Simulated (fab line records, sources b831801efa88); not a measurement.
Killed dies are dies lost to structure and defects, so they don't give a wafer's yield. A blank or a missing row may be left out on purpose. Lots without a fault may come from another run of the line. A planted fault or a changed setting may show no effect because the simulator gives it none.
fab line records | flow sky130
record lots=14 wafers=42 last_day=51
route steps=708 shown SONOS_ONO@183 VIA4@642 METAL5@667 PAD_OPEN@708
lots that met no fault: from a run of the same line without faults
start_h: hours from the record's first day to the start of the lot's first wafer shown | wait_h: hours since the lot's step before | " the same as in the row above | L1.1+2: a row that stands for several wafers | - no value, or no start given | * or withheld: withheld | < > ~ a bound
route shown NAME@n: a module of which the file shows steps, and the number in the route of the first | usual: mean/standard deviation of fault-free wafers | same: alike in all rows | chamber/n: place in a boat | sites: the reading at each site | _std_site: their standard deviation | _edge_site: outer sites' mean less inner sites' | radius_mm: how far each site lies from the wafer's centre | mask NAME#n: copy n | behind: the tool/chamber that last shaped the wafer | hold: why the lot was held/for how many hours/how that ended | device: the transistor (n, p or np) that didn't switch | end of line: the same wafers' tests at the end of the route | a step without rows: its recipe alone | killed: dies lost to structure and defects at the first sort, not the wafer's yield | map: a wafer's dies, x killed, . not, _ none there
set.NAME: the setting as run; set.NAME@STEP: as run at that earlier step | model.NAME: the simulator's own value behind a step, which no gauge read
steps of the route over a sample of lots; a table a step, a row a wafer
services: from which hour (start_h, from the record's first day; less than 0 if before it) a tool's chamber was out of use, for how many hours, and why
## steps
# step SKY_SONOS_ONO_ETCH_15
# recipe target_depth_nm=19.52 chemistry=CHF3/O2 source_w=613 bias_w=200 pressure_mtorr=40 chf3_flow_sccm=50 O2_flow_sccm=5 time_s=7.8
# usual drypump_motor_current_A=5.8/0.34 oes_product_au=1.006/0.011 throttle_valve_pct=8.827/0.0099
# columns lot.wafer tool chamber start_h wait_h drypump_motor_current_A oes_product_au rf_hours_counter_h throttle_valve_pct
L687.2 rie_diel-04 2 302.17 0.0 6.4 1.025 85 8.825
L687.3 " 0 " " 5.7 1.007 3 8.844
L687.5 " 2 " " 6.4 1.034 - 8.855
L688.2 rie_diel-01 1 302.47 0.0 6.1 1.009 3 8.819
L688.3 " 3 " " 4.9 1.021 103 8.827
L688.5 " 1 " " 6.1 1.006 - 8.820
L690.2 rie_diel-01 3 316.07 0.0 4.9 1.012 104 8.830
L690.3 " 0 " " 5.8 1.011 69 8.827
L690.4 " 2 " " 5.4 1.022 7 8.830
L691.1 rie_diel-04 3 322.89 0.0 5.9 1.000 76 8.818
L691.2 " 1 " " 5.9 0.993 68 8.827
L691.4 " 2 " " 6.4 1.025 85 8.834
L692.1 rie_diel-01 3 323.64 0.0 4.9 1.010 104 8.828
L692.2 " 2 " " 5.4 1.014 7 8.822
L692.6 " 1 " " 6.1 1.013 - 8.821
L693.3 rie_diel-01 1 337.97 0.0 6.1 1.005 3 8.837
L693.5 " 3 " " 4.9 1.005 - 8.830
L693.6 " 0 " " 5.8 1.010 - 8.849
L700.2 rie_diel-02 2 400.19 0.0 5.8 0.999 64 8.830
L700.3 " 3 " " 5.4 1.008 9 8.831
L700.5 " 0 " " 5.9 1.007 - 8.835
L701.1 rie_diel-01 0 413.17 0.0 5.9 1.000 70 8.831
L701.2 " 2 " " 5.4 1.002 9 8.830
L701.3 " 1 " " 6.1 1.002 5 8.826
L703.3 rie_diel-04 2 422.82 0.0 6.4 1.035 87 8.832
L703.4 " 0 " " 5.7 0.988 5 8.815
L703.5 " 1 " " 5.8 1.000 - 8.833
L704.2 rie_diel-04 2 434.97 0.0 6.5 1.022 87 8.843
L704.4 " 0 " " 5.7 0.990 5 8.817
L704.6 " 2 " " 6.4 1.017 - 8.833
L706.3 rie_diel-02 1 446.42 0.0 5.7 1.004 16 8.838
L706.4 " 0 " " 5.9 1.004 23 8.834
L706.5 " 0 " " 5.9 1.002 - 8.834
L708.1 rie_diel-02 0 502.29 0.0 5.9 1.005 24 8.803
L708.3 " 3 " " 5.4 1.004 11 8.820
L708.6 " 2 " " 5.8 0.990 - 8.816
L709.1 rie_diel-01 1 502.89 0.0 6.1 0.987 6 8.824
L709.2 " 2 " " 5.4 1.000 10 8.824
L709.6 " 1 " " 6.2 0.995 - 8.816
L707.2 rie_diel-04 0 503.12 0.0 5.7 0.983 6 8.846
L707.3 " 1 " " 5.8 1.002 71 8.821
L707.4 " 2 " " 6.4 1.018 88 8.818
# step SKY_VIA4_BOW_MEAS_03
# recipe mode=bow
# usual VIA4_BOW=83/8.5
# columns lot.wafer tool chamber start_h wait_h VIA4_BOW[um]
L688.2 film_metro-01 - 1005.20 0.1 78
L688.3 " - " " 90
L688.5 " - " " 81
L687.2 film_metro-01 - 1008.73 0.3 89
L687.3 " - " " 84
L687.5 " - " " 87
L690.2 film_metro-03 - 1012.67 0.2 88
L690.3 " - " " 84
L690.4 " - " " 83
L691.1 film_metro-03 - 1019.35 0.2 77
L691.2 " - " " 61
L691.4 " - " " 68
L692.1 film_metro-01 - 1019.91 0.1 85
L692.2 " - " " 76
L692.6 " - " " 87
L693.3 film_metro-04 - 1031.97 0.1 93
L693.5 " - " " 81
L693.6 " - " " 96
L700.2 film_metro-01 - 1082.61 0.3 87
L700.3 " - " " 78
L700.5 " - " " 92
L701.1 film_metro-01 - 1091.55 0.3 81
L701.2 " - " " 88
L701.3 " - " " 78
L703.3 film_metro-04 - 1093.98 0.2 86
L703.4 " - " " 85
L703.5 " - " " 82
L704.2 film_metro-01 - 1102.80 0.2 73
L704.4 " - " " 83
L704.6 " - " " 87
L706.3 film_metro-04 - 1111.72 0.3 69
L706.4 " - " " 80
L706.5 " - " " 66
L708.1 film_metro-03 - 1143.67 0.2 80
L708.3 " - " " 69
L708.6 " - " " 62
L709.1 film_metro-04 - 1146.31 0.1 86
L709.2 " - " " 80
L709.6 " - " " 95
L707.2 film_metro-03 - 1149.02 0.3 91
L707.3 " - " " 86
L707.4 " - " " 77
# step SKY_VIA4_OVL_MEAS_11
# usual VIA4_OVL=-0.2/1.5
# columns lot.wafer tool chamber start_h wait_h VIA4_OVL[nm]
L688.2 overlay-01 - 1028.69 0.1 -0.1
L688.3 " - " " 0.1
L688.5 " - " " -0.1
L687.2 overlay-02 - 1031.44 0.1 -2.7
L687.3 " - " " -3.6
L687.5 " - " " -3.4
L690.2 overlay-01 - 1035.59 0.1 1.5
L690.3 " - " " 1.3
L690.4 " - " " 0.8
L691.1 overlay-02 - 1041.89 0.1 3.3
L691.2 " - " " 1.1
L691.4 " - " " 1.5
L692.1 overlay-02 - 1042.79 0.1 1.3
L692.2 " - " " -1.1
L692.6 " - " " 0.1
L693.3 overlay-02 - 1053.95 0.1 -2.5
L693.5 " - " " -1.8
L693.6 " - " " -2.1
L700.2 overlay-02 - 1102.70 0.1 -0.5
L700.3 " - " " -1.1
L700.5 " - " " -1.1
L701.1 overlay-01 - 1112.34 0.1 -0.4
L701.2 " - " " 0.1
L701.3 " - " " 0.9
L703.3 overlay-02 - 1114.35 0.1 -2.9
L703.4 " - " " -2.0
L703.5 " - " " -1.7
L704.2 overlay-01 - 1122.70 0.1 1.6
L704.4 " - " " 1.4
L704.6 " - " " 0.5
L706.3 overlay-01 - 1130.80 0.1 -1.4
L706.4 " - " " -2.4
L706.5 " - " " -1.1
L708.1 overlay-02 - 1160.99 0.1 -2.3
L708.3 " - " " -1.6
L708.6 " - " " -1.0
L709.1 overlay-01 - 1163.39 0.1 1.5
L709.2 " - " " 2.2
L709.6 " - " " 2.9
L707.2 overlay-02 - 1166.60 0.1 -1.6
L707.3 " - " " -1.9
L707.4 " - " " 0.0
# step SKY_METAL5_THK_MEAS_06
# recipe thk_meas_gauge=xrf reads=AlCu_of_METAL5_SPUTTER_02
# usual METAL5_ALCU_THK=1137/14
# columns lot.wafer tool chamber start_h wait_h METAL5_ALCU_THK[nm]
L688.2 film_metro-03 - 1030.42 0.1 1114
L688.3 " - " " 1140
L688.5 " - " " 1109
L687.2 film_metro-01 - 1033.60 0.1 1139
L687.3 " - " " 1137
L687.5 " - " " 1136
L690.2 film_metro-02 - 1037.31 0.1 1139
L690.3 " - " " 1160
L690.4 " - " " 1132
L691.1 film_metro-01 - 1043.57 0.1 1135
L691.2 " - " " 1134
L691.4 " - " " 1130
L692.1 film_metro-01 - 1044.51 0.1 1114
L692.2 " - " " 1121
L692.6 " - " " 1124
L693.3 film_metro-02 - 1055.67 0.1 1165
L693.5 " - " " 1125
L693.6 " - " " 1148
L700.2 film_metro-01 - 1104.39 0.1 1121
L700.3 " - " " 1139
L700.5 " - " " 1128
L701.1 film_metro-03 - 1114.03 0.1 1137
L701.2 " - " " 1140
L701.3 " - " " 1131
L703.3 film_metro-03 - 1116.46 0.1 1138
L703.4 " - " " 1137
L703.5 " - " " 1138
L704.2 film_metro-01 - 1124.56 0.1 1157
L704.4 " - " " 1139
L704.6 " - " " 1152
L706.3 film_metro-03 - 1132.49 0.1 1117
L706.4 " - " " 1122
L706.5 " - " " 1113
L708.1 film_metro-02 - 1162.68 0.1 1121
L708.3 " - " " 1113
L708.6 " - " " 1119
L709.1 film_metro-01 - 1165.14 0.1 1157
L709.2 " - " " 1136
L709.6 " - " " 1150
L707.2 film_metro-03 - 1168.64 0.1 1147
L707.3 " - " " 1133
L707.4 " - " " 1137
# step SKY_PAD_OPEN_PROBE_99
# usual killed_at_M0_to_M3=43/6.8 killed_at_M4_up=3.1/1.8 killed_at_contacts=25/5.8 killed_at_front_end=15/4.2 killed_at_other=0.3/0.5 killed_dies=87/9.7 killed_open=47/7.3 killed_short=39/6.6
# same gross_dies=492 killed_at_back_side=0
# columns lot.wafer tool chamber start_h wait_h killed_at_M0_to_M3 killed_at_M4_up killed_at_contacts killed_at_front_end killed_at_other killed_dies killed_open killed_short
L688.2 prober-01 - 1098.29 0.1 51 4 24 16 0 95 59 36
L688.3 prober-01 - 1098.34 0.2 50 5 24 26 0 105 56 49
L688.5 prober-01 - 1098.44 0.2 50 2 18 19 1 90 51 39
L687.2 prober-02 - 1101.10 0.1 59 1 23 15 0 98 58 40
L687.3 prober-02 - 1101.15 0.2 41 2 29 15 0 87 54 33
L687.5 prober-02 - 1101.25 0.2 31 2 32 20 0 85 51 34
L690.2 prober-01 - 1104.80 0.1 41 3 27 13 0 84 44 40
L690.3 prober-01 - 1104.85 0.2 44 2 26 12 0 84 45 39
L690.4 prober-01 - 1104.90 0.2 46 7 22 7 2 84 45 39
L691.1 prober-01 - 1110.14 0.1 49 4 21 19 0 93 49 44
L691.2 prober-01 - 1110.19 0.1 39 0 25 17 1 82 45 37
L691.4 prober-01 - 1110.29 0.2 45 3 15 22 0 85 50 35
L692.1 prober-02 - 1111.10 0.1 54 2 16 69 0 141 42 42
L692.2 prober-02 - 1111.15 0.1 49 2 25 68 1 145 43 44
L692.6 prober-02 - 1111.35 0.2 41 1 16 75 0 133 40 27
L693.3 prober-01 - 1120.15 0.2 41 2 17 75 0 135 40 34
L693.5 prober-01 - 1120.25 0.2 47 1 19 75 0 142 45 34
L693.6 prober-01 - 1120.30 0.2 30 5 20 67 1 123 38 26
L700.2 prober-02 - 1163.60 0.1 48 4 18 12 0 82 37 45
L700.3 prober-02 - 1163.65 0.2 44 3 23 11 0 81 43 38
L700.5 prober-02 - 1163.75 0.2 44 1 28 15 0 88 45 43
L701.1 prober-01 - 1173.74 0.1 49 3 22 14 0 88 41 47
L701.2 prober-01 - 1173.79 0.1 46 4 29 15 0 94 50 44
L701.3 prober-01 - 1173.84 0.2 42 4 21 14 0 81 37 44
L703.3 prober-01 - 1175.74 0.2 50 1 33 12 0 96 47 49
L703.4 prober-01 - 1175.79 0.2 39 6 25 16 0 86 50 36
L703.5 prober-01 - 1175.84 0.2 47 2 32 10 1 92 49 43
L704.2 prober-02 - 1181.91 0.1 39 1 25 12 1 78 49 29
L704.4 prober-02 - 1182.01 0.2 40 8 24 10 0 82 56 26
L704.6 prober-02 - 1182.11 0.2 59 3 28 18 0 108 53 55
L706.3 prober-01 - 1188.14 0.2 40 2 24 24 0 90 53 37
L706.4 prober-01 - 1188.19 0.2 47 2 21 12 0 82 43 39
L706.5 prober-01 - 1188.24 0.2 41 4 23 22 0 90 52 38
L708.1 prober-01 - 1214.49 0.1 51 4 18 12 0 85 40 45
L708.3 prober-01 - 1214.59 0.2 40 6 28 10 1 85 41 44
L708.6 prober-01 - 1214.74 0.2 51 2 19 13 0 85 47 38
L709.1 prober-02 - 1214.66 0.1 46 7 27 17 0 97 59 38
L709.2 prober-02 - 1214.71 0.1 36 8 18 21 0 83 42 41
L709.6 prober-02 - 1214.91 0.2 48 2 26 15 1 92 64 28
L707.2 prober-02 - 1216.96 0.1 35 7 31 15 0 88 50 37
L707.3 prober-02 - 1217.01 0.2 56 3 30 9 0 98 53 45
L707.4 prober-02 - 1217.06 0.2 50 4 25 13 0 92 53 39
# killed by level:class
L688.2 VIA2:geometric_particle:open=15 CONTACT:geometric_particle:open=11 VIA1:geometric_particle:open=9 FIELD_ISO:geometric_particle:short=6 LI_CONTACT:geometric_particle:open=6 VIA1:geometric_particle:short=6 VIA3:geometric_particle:open=5 FIELD_ISO:geometric_particle:open=4
L688.3 VIA1:geometric_particle:open=11 FIELD_ISO:geometric_particle:open=10 CONTACT:geometric_particle:open=10 METAL2:geometric_particle:short=9 FIELD_ISO:geometric_particle:short=7 VIA1:geometric_particle:short=7 POLY_GATE:geometric_particle:short=6 VIA2:geometric_particle:open=5
L688.5 VIA1:geometric_particle:open=13 VIA1:geometric_particle:short=7 VIA3:geometric_particle:open=7 CONTACT:geometric_particle:open=6 FIELD_ISO:geometric_particle:open=5 POLY_GATE:geometric_particle:open=5 VIA2:geometric_particle:open=4 LI_CONTACT:geometric_particle:open=4
L687.2 VIA1:geometric_particle:open=17 VIA3:geometric_particle:open=9 METAL2:geometric_particle:short=9 CONTACT:geometric_particle:open=8 LI_CONTACT:geometric_particle:open=7 VIA2:geometric_particle:open=7 SPACER:geometric_particle:short=6 POLY_GATE:geometric_particle:short=4
L687.3 VIA1:geometric_particle:open=12 CONTACT:geometric_particle:open=11 LI_CONTACT:geometric_particle:open=9 METAL1:geometric_particle:short=9 VIA3:geometric_particle:open=8 FIELD_ISO:geometric_particle:open=4 POLY_GATE:geometric_particle:short=4 LOCAL_INTERCONNECT:geometric_particle:short=4
L687.5 CONTACT:geometric_particle:open=14 LI_CONTACT:geometric_particle:open=11 VIA1:geometric_particle:open=7 FIELD_ISO:geometric_particle:short=6 VIA3:geometric_particle:short=6 FIELD_ISO:geometric_particle:open=4 VIA1:geometric_particle:short=4 VIA3:geometric_particle:open=4
L690.2 CONTACT:geometric_particle:open=11 VIA1:geometric_particle:open=9 METAL2:geometric_particle:short=8 LI_CONTACT:geometric_particle:open=7 VIA2:geometric_particle:open=7 FIELD_ISO:geometric_particle:short=4 METAL1:geometric_particle:short=4 LI_CONTACT:geometric_particle:short=3
L690.3 CONTACT:geometric_particle:open=12 VIA2:geometric_particle:open=9 METAL1:geometric_particle:short=7 VIA1:geometric_particle:short=7 LOCAL_INTERCONNECT:geometric_particle:short=6 VIA1:geometric_particle:open=6 FIELD_ISO:geometric_particle:open=4 FIELD_ISO:geometric_particle:short=4
L690.4 VIA1:geometric_particle:open=11 CONTACT:geometric_particle:open=8 VIA1:geometric_particle:short=7 VIA2:geometric_particle:open=7 METAL4:geometric_particle:short=6 METAL1:geometric_particle:short=5 LI_CONTACT:geometric_particle:open=5 VIA3:geometric_particle:open=5
L691.1 CONTACT:geometric_particle:open=9 METAL1:geometric_particle:short=8 VIA1:geometric_particle:open=8 VIA1:geometric_particle:short=7 VIA2:geometric_particle:open=7 LI_CONTACT:geometric_particle:open=6 VIA3:geometric_particle:open=6 POLY_GATE:geometric_particle:open=5
L691.2 VIA1:geometric_particle:open=12 CONTACT:geometric_particle:open=10 VIA2:geometric_particle:open=9 POLY_GATE:geometric_particle:short=7 VIA1:geometric_particle:short=5 LI_CONTACT:geometric_particle:open=4 LI_CONTACT:geometric_particle:short=4 CONTACT:geometric_particle:short=4
L691.4 VIA1:geometric_particle:open=9 POLY_GATE:geometric_particle:open=7 FIELD_ISO:geometric_particle:open=6 LI_CONTACT:geometric_particle:open=6 VIA2:geometric_particle:short=6 VIA3:geometric_particle:open=6 FIELD_ISO:geometric_particle:short=5 VIA2:geometric_particle:open=5
L692.1 SONOS_ONO:unspecified=57 VIA1:geometric_particle:open=10 VIA2:geometric_particle:open=7 VIA3:geometric_particle:open=7 LOCAL_INTERCONNECT:geometric_particle:short=6 VIA1:geometric_particle:short=6 METAL1:geometric_particle:short=6 POLY_GATE:geometric_particle:open=5
L692.2 SONOS_ONO:unspecified=58 VIA1:geometric_particle:open=14 METAL1:geometric_particle:short=10 CONTACT:geometric_particle:open=9 VIA3:geometric_particle:open=9 LOCAL_INTERCONNECT:geometric_particle:short=8 CONTACT:geometric_particle:short=4 SPACER:geometric_particle:open=3
L692.6 SONOS_ONO:unspecified=66 VIA1:geometric_particle:open=10 VIA1:geometric_particle:short=8 CONTACT:geometric_particle:open=7 METAL1:geometric_particle:open=6 POLY_GATE:geometric_particle:open=5 VIA2:geometric_particle:open=4 VIA3:geometric_particle:short=4
L693.3 SONOS_ONO:unspecified=61 CONTACT:geometric_particle:open=9 VIA1:geometric_particle:open=8 VIA2:geometric_particle:open=8 VIA1:geometric_particle:short=7 FIELD_ISO:geometric_particle:short=5 FIELD_ISO:geometric_particle:open=5 VIA3:geometric_particle:open=5
L693.5 SONOS_ONO:unspecified=63 CONTACT:geometric_particle:open=10 VIA1:geometric_particle:open=10 METAL2:geometric_particle:short=9 VIA2:geometric_particle:open=8 METAL1:geometric_particle:short=6 VIA3:geometric_particle:open=6 POLY_GATE:geometric_particle:open=4
L693.6 SONOS_ONO:unspecified=59 CONTACT:geometric_particle:open=14 VIA1:geometric_particle:open=10 METAL2:geometric_particle:short=7 VIA2:geometric_particle:open=4 METAL4:geometric_particle:short=4 POLY_GATE:geometric_particle:open=3 POLY_GATE:geometric_particle:short=2
L700.2 VIA1:geometric_particle:open=11 VIA1:geometric_particle:short=9 METAL2:geometric_particle:short=8 CONTACT:geometric_particle:open=7 CONTACT:geometric_particle:short=5 LI_CONTACT:geometric_particle:open=4 METAL3:geometric_particle:short=4 VIA3:geometric_particle:open=4
L700.3 CONTACT:geometric_particle:open=11 VIA1:geometric_particle:open=7 METAL2:geometric_particle:short=7 VIA3:geometric_particle:open=7 CONTACT:geometric_particle:short=5 METAL1:geometric_particle:short=5 VIA2:geometric_particle:open=5 LI_CONTACT:geometric_particle:open=4
L700.5 VIA1:geometric_particle:open=11 LOCAL_INTERCONNECT:geometric_particle:short=9 CONTACT:geometric_particle:open=9 VIA2:geometric_particle:open=7 POLY_GATE:geometric_particle:short=6 METAL1:geometric_particle:short=6 LI_CONTACT:geometric_particle:open=4 VIA3:geometric_particle:open=4
L701.1 VIA1:geometric_particle:short=11 VIA1:geometric_particle:open=11 CONTACT:geometric_particle:open=6 METAL1:geometric_particle:short=5 LI_CONTACT:geometric_particle:open=5 CONTACT:geometric_particle:short=5 VIA2:geometric_particle:open=5 VIA2:geometric_particle:short=4
L701.2 CONTACT:geometric_particle:open=10 VIA3:geometric_particle:open=10 LI_CONTACT:geometric_particle:open=8 VIA2:geometric_particle:open=5 VIA3:geometric_particle:short=5 LI_CONTACT:geometric_particle:short=4 LOCAL_INTERCONNECT:geometric_particle:short=4 VIA1:geometric_particle:open=4
L701.3 CONTACT:geometric_particle:open=8 METAL2:geometric_particle:short=7 VIA1:geometric_particle:short=7 CONTACT:geometric_particle:short=6 VIA2:geometric_particle:open=5 VIA1:geometric_particle:open=5 LI_CONTACT:geometric_particle:open=4 METAL1:geometric_particle:short=4
L703.3 CONTACT:geometric_particle:open=11 VIA1:geometric_particle:open=10 CONTACT:geometric_particle:short=9 METAL2:geometric_particle:short=9 LI_CONTACT:geometric_particle:open=7 METAL1:geometric_particle:short=7 VIA2:geometric_particle:open=6 VIA3:geometric_particle:short=5
L703.4 VIA1:geometric_particle:open=11 METAL2:geometric_particle:short=9 LI_CONTACT:geometric_particle:open=7 CONTACT:geometric_particle:open=7 VIA3:geometric_particle:open=7 FIELD_ISO:geometric_particle:short=5 LOCAL_INTERCONNECT:geometric_particle:short=4 POLY_GATE:geometric_particle:open=4
L703.5 CONTACT:geometric_particle:open=15 VIA1:geometric_particle:open=12 VIA3:geometric_particle:open=9 VIA1:geometric_particle:short=7 CONTACT:geometric_particle:short=6 METAL1:geometric_particle:short=6 FIELD_ISO:geometric_particle:short=5 LI_CONTACT:geometric_particle:open=5
L704.2 VIA1:geometric_particle:open=12 CONTACT:geometric_particle:open=8 VIA3:geometric_particle:open=7 LI_CONTACT:geometric_particle:open=7 VIA2:geometric_particle:open=6 LOCAL_INTERCONNECT:geometric_particle:short=5 METAL2:geometric_particle:short=5 LI_CONTACT:geometric_particle:short=4
L704.4 VIA1:geometric_particle:open=14 VIA2:geometric_particle:open=11 LI_CONTACT:geometric_particle:open=8 CONTACT:geometric_particle:open=8 METAL4:geometric_particle:short=5 POLY_GATE:geometric_particle:open=4 LOCAL_INTERCONNECT:geometric_particle:short=4 FIELD_ISO:geometric_particle:open=3
L704.6 VIA2:geometric_particle:open=12 CONTACT:geometric_particle:open=11 VIA1:geometric_particle:open=9 LOCAL_INTERCONNECT:geometric_particle:short=8 METAL2:geometric_particle:short=7 METAL1:geometric_particle:short=7 VIA2:geometric_particle:short=7 FIELD_ISO:geometric_particle:short=6
L706.3 CONTACT:geometric_particle:open=13 VIA1:geometric_particle:open=9 FIELD_ISO:geometric_particle:short=7 METAL2:geometric_particle:short=7 VIA2:geometric_particle:open=7 FIELD_ISO:geometric_particle:open=6 CONTACT:geometric_particle:short=6 VIA3:geometric_particle:open=6
L706.4 CONTACT:geometric_particle:open=12 VIA3:geometric_particle:open=8 VIA1:geometric_particle:open=7 VIA1:geometric_particle:short=7 VIA2:geometric_particle:open=7 METAL3:geometric_particle:short=6 POLY_GATE:geometric_particle:open=4 METAL1:geometric_particle:short=3
L706.5 VIA1:geometric_particle:open=9 LI_CONTACT:geometric_particle:open=7 CONTACT:geometric_particle:open=7 FIELD_ISO:geometric_particle:open=6 POLY_GATE:geometric_particle:open=6 CONTACT:geometric_particle:short=6 VIA2:geometric_particle:open=6 VIA3:geometric_particle:open=5
L708.1 VIA3:geometric_particle:open=8 VIA1:geometric_particle:short=8 VIA1:geometric_particle:open=8 METAL1:geometric_particle:short=7 LI_CONTACT:geometric_particle:open=6 CONTACT:geometric_particle:open=5 METAL2:geometric_particle:short=5 METAL3:geometric_particle:short=5
L708.3 CONTACT:geometric_particle:open=11 METAL1:geometric_particle:short=7 VIA2:geometric_particle:open=7 CONTACT:geometric_particle:short=5 VIA1:geometric_particle:open=5 LI_CONTACT:geometric_particle:open=4 LI_CONTACT:geometric_particle:short=4 LOCAL_INTERCONNECT:geometric_particle:short=4
L709.1 CONTACT:geometric_particle:open=13 VIA1:geometric_particle:open=11 CONTACT:geometric_particle:short=7 VIA3:geometric_particle:open=6 POLY_GATE:geometric_particle:open=6 VIA2:geometric_particle:open=6 METAL2:geometric_particle:open=5 METAL2:geometric_particle:short=4
L709.2 CONTACT:geometric_particle:open=12 VIA1:geometric_particle:open=9 FIELD_ISO:geometric_particle:short=6 METAL2:geometric_particle:short=5 METAL3:geometric_particle:short=5 METAL4:geometric_particle:short=5 POLY_GATE:geometric_particle:short=4 CONTACT:geometric_particle:short=4
L708.6 VIA1:geometric_particle:open=11 VIA2:geometric_particle:open=10 METAL1:geometric_particle:short=6 VIA3:geometric_particle:open=6 FIELD_ISO:geometric_particle:short=5 LI_CONTACT:geometric_particle:open=5 CONTACT:geometric_particle:open=5 VIA1:geometric_particle:short=5
L709.6 VIA1:geometric_particle:open=15 VIA3:geometric_particle:open=9 CONTACT:geometric_particle:open=8 LI_CONTACT:geometric_particle:open=8 VIA2:geometric_particle:open=8 CONTACT:geometric_particle:short=6 FIELD_ISO:geometric_particle:short=4 POLY_GATE:geometric_particle:open=4
L707.2 CONTACT:geometric_particle:open=10 LI_CONTACT:geometric_particle:open=9 VIA1:geometric_particle:open=9 VIA3:geometric_particle:open=6 CONTACT:geometric_particle:short=5 METAL4:geometric_particle:short=5 POLY_GATE:geometric_particle:short=4 VIA1:geometric_particle:short=4
L707.3 VIA1:geometric_particle:open=13 LI_CONTACT:geometric_particle:open=9 CONTACT:geometric_particle:short=8 VIA3:geometric_particle:open=8 CONTACT:geometric_particle:open=7 METAL1:geometric_particle:short=6 VIA2:geometric_particle:open=6 POLY_GATE:geometric_particle:short=5
L707.4 VIA1:geometric_particle:open=12 CONTACT:geometric_particle:open=9 VIA2:geometric_particle:open=7 LI_CONTACT:geometric_particle:open=6 VIA3:geometric_particle:open=6 METAL3:geometric_particle:short=5 FIELD_ISO:geometric_particle:open=4 CONTACT:geometric_particle:short=4
## services
# columns tool chamber start_h hours kind
rie_diel-02 0 305.75 6.3 repair
rie_diel-01 - 320.80 1.0 repair
rie_diel-02 3 333.23 11.9 repair
rie_diel-01 2 370.24 4.9 repair
rie_diel-01 - 372.56 0.4 repair
rie_diel-04 3 374.65 3.3 repair
rie_diel-01 3 382.40 5.8 repair
rie_diel-01 - 382.55 0.5 repair
rie_diel-01 3 410.90 - clean
rie_diel-01 3 410.90 16.4 scheduled_down
rie_diel-01 3 410.90 16.4 vent_cycle
rie_diel-01 3 427.51 6.5 repair
rie_diel-04 3 442.66 3.4 repair
rie_diel-02 2 448.41 7.6 repair
rie_diel-01 0 466.46 2.4 repair
rie_diel-02 1 467.17 3.1 repair
rie_diel-02 0 484.82 6.2 repair
## key
first_sign step=SKY_PAD_OPEN_PROBE_99 reading=killed_at_front_end direction=up sigmas=13 usual=15 struck=72
effect step=SKY_PAD_OPEN_PROBE_99 reading=killed_dies direction=up sigmas=5.2 usual=87 struck=136
met_at SKY_SONOS_ONO_ETCH_15
struck_lots L692,L693
tester_left_out L692,L693
not_acting_at SKY_VIA4_BOW_MEAS_03,SKY_VIA4_OVL_MEAS_11,SKY_METAL5_THK_MEAS_06
onset_between 316.07 323.64
fault kind=chamber_particle_source tool=rie_diel-01 chamber=- onset_h=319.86 steps=SKY_SONOS_ONO_ETCH_15 rate_per_visit_cm2=1.2585 end_h=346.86
# tester_left_out: of these lots the tester's yield and bins aren't shown, on N5 and GAA mostly nor the transistor test; their killed dies are dies lost to structure and defects alone, not to doping, threshold or leakage, so they don't give the yield
